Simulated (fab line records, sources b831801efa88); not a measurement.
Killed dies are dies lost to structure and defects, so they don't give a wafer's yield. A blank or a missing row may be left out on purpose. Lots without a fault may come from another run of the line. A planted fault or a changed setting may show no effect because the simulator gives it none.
Chamber matching | flow gf180mcu | GF_V2_ETCH_16 on rie_diel-01: 4 sister chambers
The step etches BARC in N2/H2. 8 wafers are shown with their chamber, then 11 later ones without.

WAFERS WITH THEIR CHAMBER
wafer  | chamber | drypump_motor_current_A (A) | oes_product_au (a.u.)
L079.1 | 0       | 5.5                         | 0.859
L079.3 | 3       | 6.7                         | 0.854
L087.3 | 2       | 5.9                         | 0.866
L087.4 | 1       | 5.3                         | 0.856
L090.1 | 2       | 5.9                         | 0.861
L090.2 | 0       | 5.6                         | 0.854
L090.3 | 3       | 6.7                         | 0.859
L090.4 | 1       | 5.3                         | 0.856

WAFERS WITHOUT THEIR CHAMBER
wafer  | drypump_motor_current_A (A) | oes_product_au (a.u.)
L090.5 | 5.9                         | 0.852
L090.6 | 5.3                         | 0.850
L091.4 | 5.3                         | 0.860
L091.5 | 5.9                         | 0.852
L091.6 | 5.3                         | 0.852
L093.3 | 6.7                         | 0.861
L093.4 | 5.6                         | 0.861
L093.6 | 5.9                         | 0.852
L096.2 | 5.2                         | 0.854
L096.3 | 6.7                         | 0.860
L096.6 | 5.6                         | 0.853

WHICH CHAMBER EACH WENT THROUGH
wafer  | from the rows above | in truth
L090.5 | 2                   | 2
L090.6 | 1                   | 1
L091.4 | 1                   | 1
L091.5 | 2                   | 2
L091.6 | 1                   | 1
L093.3 | 3                   | 3
L093.4 | 0                   | 0
L093.6 | 2                   | 2
L096.2 | 1                   | 1
L096.3 | 3                   | 3
L096.6 | 0                   | 0
Placed correctly: 11 of 11. Can't be placed from these rows: 0. Placed wrongly: 0.
How it was worked out, from the rows above alone: a wafer's distance from a chamber is the root of the sum, over the readings, of the square of ((its reading less the chamber's mean) divided by the reading's scatter). The wafer belongs to the nearest chamber; if the next one is less than 2 further off, it can't be placed. A chamber's mean is the mean of its shown wafers. The scatter: the root of (the sum of the squares of (reading less its chamber's mean) over the shown wafers, divided by (wafers less chambers)).
